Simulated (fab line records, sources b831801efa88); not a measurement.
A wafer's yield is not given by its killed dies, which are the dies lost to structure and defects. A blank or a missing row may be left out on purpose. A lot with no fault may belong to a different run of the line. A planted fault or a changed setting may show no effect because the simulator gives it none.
fab line records	flow sky130
record: lots: 6	wafers: 18	last-day: 49
route steps=708 shown SD_N@344 PAD_OPEN@708
lots that met no fault: taken from a fault-free run of the same line
start-h: hours from the record's opening day to when the first of the lot's shown wafers began	wait-h: hours since the lot's step before	" the same as in the row above	L1.1+2: a row that stands for several wafers	- value missing, or start not given	* or withheld: withheld	< > ~ a bound
route shown NAME@n: NAME is a module with steps in the file, n the number in the route of the first one	usual: mean/standard deviation taken from wafers without a fault	same: alike in all rows	chamber/n: place in a boat	sites: the reading at each site	_std_site: the standard deviation of these	_edge_site: inner sites' mean taken away from outer sites' mean	radius-mm: for every site, how far away it sits from the centre of the wafer	mask NAME#n: copy n	behind: the tool/chamber that last shaped the wafer	hold: cause of the lot's hold/its duration in hours/its outcome	device: the transistor (n, p or np) that didn't switch	end of line: the tests these same wafers got at the end of their route	a step without rows: its recipe alone	killed: the dies lost at the first sort to structure and to defects; this is not the yield of the wafer	map: the dies of a wafer, with x for killed, . for not killed, _ for no die there
set.NAME: the run value of the setting; set.NAME@STEP: its run value at that earlier step	model.NAME: the simulator's own value behind a step, which no gauge read
certain route steps with their lots: each step a table, each wafer a row
services: from which hour (start-h, from the record's first day; less than 0 if before it) a tool's chamber was out of use, for how many hours, and why
== steps ==
step: SKY_SD_N_COAT_02
recipe: resist: NOVOLAK	spin-rpm: 3000	resist-thk-nm: 1140
step: SKY_SD_N_SOFTBAKE_03
recipe: temp-c: 90	time-s: 60	resist: NOVOLAK
step: SKY_SD_N_EXPOSE_04
recipe: mask-id: NSDM	na: 0.6	source-shape: conventional	sigma-outer: 0.6	polarization: unpolarized	target-cd-nm: 380	dose-mj: 141
step: SKY_SD_N_PEB_05
recipe: temp-c: withheld	time-s: *	resist: NOVOLAK
step: SKY_SD_N_DEVELOP_06
recipe: resist: NOVOLAK	developer: TMAH	develop-time-s: 60	dev-temp-c: 23
step: SKY_SD_N_CD_MEAS_07
recipe: target-cd-nm: 380
usual: cd-nm: 379.2/2.5
lot.wafer	tool	chamber	start-h	wait-h	cd-nm
L769.1	cd-sem-02	-	652.46	0.1	380.7
L769.2	"	-	"	"	377.9
L769.6	"	-	"	"	378.2
L773.1	cd-sem-02	-	682.16	0.1	383.5
L773.2	"	-	"	"	382.8
L773.6	"	-	"	"	381.6
L780.1	cd-sem-01	-	757.91	0.1	378.8
L780.3	"	-	"	"	376.9
L780.4	"	-	"	"	376.4
L782.1	cd-sem-02	-	774.12	0.1	380.6
L782.3	"	-	"	"	382.0
L782.4	"	-	"	"	377.4
L788.4	cd-sem-02	-	803.88	0.1	384.5
L788.5	"	-	"	"	382.2
L788.6	"	-	"	"	383.8
L790.2	cd-sem-02	-	818.43	0.1	379.1
L790.3	"	-	"	"	378.0
L790.4	"	-	"	"	381.0
step: SKY_SD_N_OVL_MEAS_08
usual: SD_N_OVL: -0.1/1.2
lot.wafer	tool	chamber	start-h	wait-h	SD_N_OVL[nm]
L769.1	overlay-01	-	652.58	0.1	1.6
L769.2	"	-	"	"	0.1
L769.6	"	-	"	"	1.8
L773.1	overlay-02	-	682.28	0.1	0.5
L773.2	"	-	"	"	0.3
L773.6	"	-	"	"	-0.3
L780.1	overlay-02	-	758.03	0.1	0.7
L780.3	"	-	"	"	0.9
L780.4	"	-	"	"	-1.0
L782.1	overlay-01	-	774.24	0.1	-1.2
L782.3	"	-	"	"	-1.0
L782.4	"	-	"	"	-1.2
L788.4	overlay-01	-	803.96	0.1	-1.6
L788.5	"	-	"	"	0.0
L788.6	"	-	"	"	-3.4
L790.2	overlay-01	-	818.54	0.1	0.1
L790.3	"	-	"	"	-2.8
L790.4	"	-	"	"	-1.6
step: SKY_SD_N_IMPLANT_09
recipe: species: As	energy-kev: 50	dose-cm2: 4e+15	tilt-deg: 0
step: SKY_SD_N_IMPLANT_10
recipe: species: P	energy-kev: 20	dose-cm2: 1e+14	tilt-deg: 0
step: SKY_SD_N_STRIP_11
recipe: chemistry: O2/N2	power-w: 1400	pressure-mtorr: 1500	platen-temp-c: withheld	o2-flow-sccm: 3000	n2-flow-sccm: 300	overash-fraction: 0.5
usual: drypump-motor-current-A: 6.1/0.3	oes-product-au: 0.527/0.0047	strip-time-to-endpoint-s: 22.57/0.041
lot.wafer	tool	chamber	start-h	wait-h	drypump-motor-current-A	oes-product-au	rf-hours-counter-h	strip-time-to-endpoint-s
L769.1	plasma-asher-02	1	652.91	0.1	5.6	0.530	53	22.57
L769.2	"	0	"	"	5.8	0.522	53	22.52
L769.6	"	1	"	"	5.6	0.529	-	22.51
L773.1	plasma-asher-03	1	682.62	0.1	6.0	0.530	24	22.58
L773.2	"	0	"	"	6.4	0.527	24	22.59
L773.6	"	0	"	"	6.4	0.516	-	22.61
L780.1	plasma-asher-02	1	758.37	0.1	5.6	0.522	64	22.55
L780.3	"	1	"	"	5.6	0.527	-	22.55
L780.4	"	0	"	"	5.8	0.525	-	22.57
L782.1	plasma-asher-01	0	774.58	0.1	6.4	0.534	3	22.54
L782.3	"	0	"	"	6.4	0.531	-	22.50
L782.4	"	1	"	"	6.0	0.525	-	22.54
L788.4	plasma-asher-03	1	804.31	0.1	6.0	0.534	-	22.54
L788.5	"	0	"	"	6.4	0.531	-	22.51
L788.6	"	1	"	"	6.0	0.527	-	22.54
L790.2	plasma-asher-02	1	818.87	0.1	5.6	0.530	70	22.56
L790.3	"	0	"	"	5.9	0.525	-	22.57
L790.4	"	1	"	"	5.6	0.532	-	22.49
step: SKY_SD_N_TW_MEAS_12
usual: SD_N_TW: 3988/18
lot.wafer	tool	chamber	start-h	wait-h	SD_N_TW
L769.1	film-metro-04	-	653.01	0.1	3994
L769.2	"	-	"	"	3981
L769.6	"	-	"	"	3982
L773.1	film-metro-04	-	682.72	0.1	4025
L773.2	"	-	"	"	4029
L773.6	"	-	"	"	4023
L780.1	film-metro-04	-	758.47	0.1	3986
L780.3	"	-	"	"	3993
L780.4	"	-	"	"	3972
L782.1	film-metro-01	-	774.68	0.1	3994
L782.3	"	-	"	"	3974
L782.4	"	-	"	"	3985
L788.4	film-metro-01	-	804.41	0.1	3979
L788.5	"	-	"	"	4030
L788.6	"	-	"	"	4008
L790.2	film-metro-02	-	818.98	0.1	4021
L790.3	"	-	"	"	4021
L790.4	"	-	"	"	4017
step: SKY_SD_N_CLEAN_13
recipe: chemistry: SC1/SC2	mix: 1:4:20	temp-c: 70	time-s: 150	dry: n2-spin
step: SKY_SD_N_RTA_14
recipe: temp-c: 1075	time-s: 2	idle-temp-c: 650	ramp-up-c-per-s: 150	ramp-down-c-per-s: 90	ambient: N2
usual: lamp-power-pct: 15.73/0.053	wafer_temp_C_max: 1078.2/1.5
lot.wafer	tool	chamber	start-h	wait-h	lamp-power-pct	wafer_temp_C_max
L769.1	rtp-anneal-01	0	653.13	0.0	15.70	1077.9
L769.2	"	0	"	"	15.79	1079.5
L769.6	"	0	"	"	15.77	1078.4
L773.1	rtp-anneal-01	0	682.83	0.0	15.72	1079.5
L773.2	"	0	"	"	15.72	1076.4
L773.6	"	0	"	"	15.72	1081.9
L780.1	rtp-anneal-01	0	758.58	0.0	15.74	1076.6
L780.3	"	0	"	"	15.74	1078.5
L780.4	"	0	"	"	15.76	1080.3
L782.1	rtp-anneal-02	0	774.80	0.0	15.73	1077.1
L782.3	"	0	"	"	15.70	1079.1
L782.4	"	0	"	"	15.73	1076.5
L788.4	rtp-anneal-02	0	804.51	0.0	15.75	1078.2
L788.5	"	0	"	"	15.75	1078.3
L788.6	"	0	"	"	15.78	1076.5
L790.2	rtp-anneal-02	0	819.09	0.0	15.75	1076.4
L790.3	"	0	"	"	15.74	1076.5
L790.4	"	0	"	"	15.62	1078.3
step: SKY_SD_N_RS_MEAS_16
recipe: thk-meas-gauge: four-point-probe
usual: SD_N_RS: 68.51/0.15
lot.wafer	tool	chamber	start-h	wait-h	hold	SD_N_RS[ohm/sq]
L769.1	film-metro-02	-	653.30	0.1	-	68.68
L769.2	"	-	"	"	-	68.53
L769.6	"	-	"	"	-	68.57
L773.1	film-metro-04	-	683.01	0.1	-	68.32
L773.2	"	-	"	"	-	68.29
L773.6	"	-	"	"	-	68.30
L780.1	film-metro-01	-	758.75	0.1	-	68.47
L780.3	"	-	"	"	-	68.52
L780.4	"	-	"	"	-	68.57
L782.1	film-metro-02	-	774.97	0.1	-	68.54
L782.3	"	-	"	"	-	68.51
L782.4	"	-	"	"	-	68.68
L788.4	film-metro-01	-	804.72	0.1	await-dispo/0.2h/release	57.55
L788.5	"	-	"	"	await-dispo/0.2h/release	57.45
L788.6	"	-	"	"	await-dispo/0.2h/release	57.57
L788.4	film-metro-01	-	805.08	0.3	-	57.56
L788.5	"	-	"	"	-	57.43
L788.6	"	-	"	"	-	57.50
L790.2	film-metro-04	-	819.27	0.1	await-dispo/0.2h/release	57.02
L790.3	"	-	"	"	await-dispo/0.2h/release	57.10
L790.4	"	-	"	"	await-dispo/0.2h/release	57.19
L790.2	film-metro-04	-	819.63	0.3	-	57.10
L790.3	"	-	"	"	-	57.20
L790.4	"	-	"	"	-	57.19
step: SKY_PAD_OPEN_PROBE_99
usual: defect-limited-yield: 82.3/2	killed_at_M0_to_M3: 44/7.1	killed_at_M4_up: 3.3/1.8	killed-at-contacts: 24/5.1	killed-at-front-end: 16/4.7	killed-at-other: 0.3/0.52	killed-dies: 87/9.7	killed-open: 47/6.8	killed-short: 39/6.7	sort_bin_3_pad_short: 0.9/0.43	sort_bin_5_function: 10.4/1.4	sort_bin_6_memory: 6.4/1.2	sort-n-pass: 405/9.7	sort-yield-pct: 82.3/2
same: gross-dies: 492	killed-at-back-side: 0	sort_bin_4_leakage[%]: 0	sort_bin_8_speed[%]: 0
lot.wafer	tool	chamber	start-h	wait-h	defect-limited-yield[%]	killed_at_M0_to_M3	killed_at_M4_up	killed-at-contacts	killed-at-front-end	killed-at-other	killed-dies	killed-open	killed-short	sort_bin_3_pad_short[%]	sort_bin_5_function[%]	sort_bin_6_memory[%]	sort-n-pass	sort-yield-pct[%]
L782.1	prober-02	-	1166.34	0.1	81.7	46	4	23	17	0	90	52	36	0.8	11.2	6.3	402	81.7
L782.3	prober-02	-	1166.44	0.2	80.1	61	2	20	15	0	98	51	45	1.0	11.8	7.1	394	80.1
L782.4	prober-02	-	1166.49	0.2	81.5	44	2	26	19	0	91	41	50	0.8	12.0	5.7	401	81.5
killed by level:class
L782.1 VIA1:geometric-particle:open=12 CONTACT:geometric-particle:open=10 LI_CONTACT:geometric-particle:open=7 VIA1:geometric-particle:short=6 FIELD_ISO:geometric-particle:open=5 METAL1:geometric-particle:short=4 METAL2:geometric-particle:short=4 VIA2:geometric-particle:open=4
L782.3 VIA1:geometric-particle:open=16 VIA3:geometric-particle:open=10 LI_CONTACT:geometric-particle:short=7 VIA1:geometric-particle:short=7 METAL2:geometric-particle:short=7 LI_CONTACT:geometric-particle:open=6 FIELD_ISO:geometric-particle:short=4 VIA2:geometric-particle:open=4
L782.4 VIA1:geometric-particle:open=10 CONTACT:geometric-particle:open=7 VIA1:geometric-particle:short=7 LOCAL_INTERCONNECT:geometric-particle:short=6 FIELD_ISO:geometric-particle:short=5 LI_CONTACT:geometric-particle:short=5 VIA3:geometric-particle:open=5 FIELD_ISO:geometric-particle:open=4
== services ==
tool	chamber	start-h	hours	kind
plasma-asher-03	-	642.81	1.4	repair
plasma-asher-03	-	659.61	1.0	repair
plasma-asher-01	-	724.13	1.9	repair
plasma-asher-01	-	733.78	9.0	pm
plasma-asher-01	0	733.78	9.0	vent-cycle
plasma-asher-01	1	733.78	9.0	vent-cycle
rtp-anneal-02	-	738.92	0.4	repair
plasma-asher-01	0	742.78	-	clean
plasma-asher-01	1	742.78	-	clean
plasma-asher-01	-	765.53	0.4	repair
== key ==
first-sign: step: SKY_SD_N_RS_MEAS_16	reading: visit	direction: added
effect: step: SKY_SD_N_RS_MEAS_16	reading: SD_N_RS	direction: down	sigmas: 73	usual: 68.51	struck: 57.31
met-at SKY_SD_N_RTA_14
struck-wafers L788.4,L788.5,L788.6,L790.2,L790.3,L790.4
scrapped-behind SKY_SD_N_RS_MEAS_16 L788.4,L788.5,L788.6,L790.2,L790.3,L790.4
onset-between 774.80 804.51
also-fits time
fault: kind: process-parameter-drift	tool: rtp-anneal-02	chamber: -	onset-h: 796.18	steps: SKY_SD_N_RTA_14	channel: time-s	offset: *	shape: step	end-h: 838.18	acts-in: *	stated: *
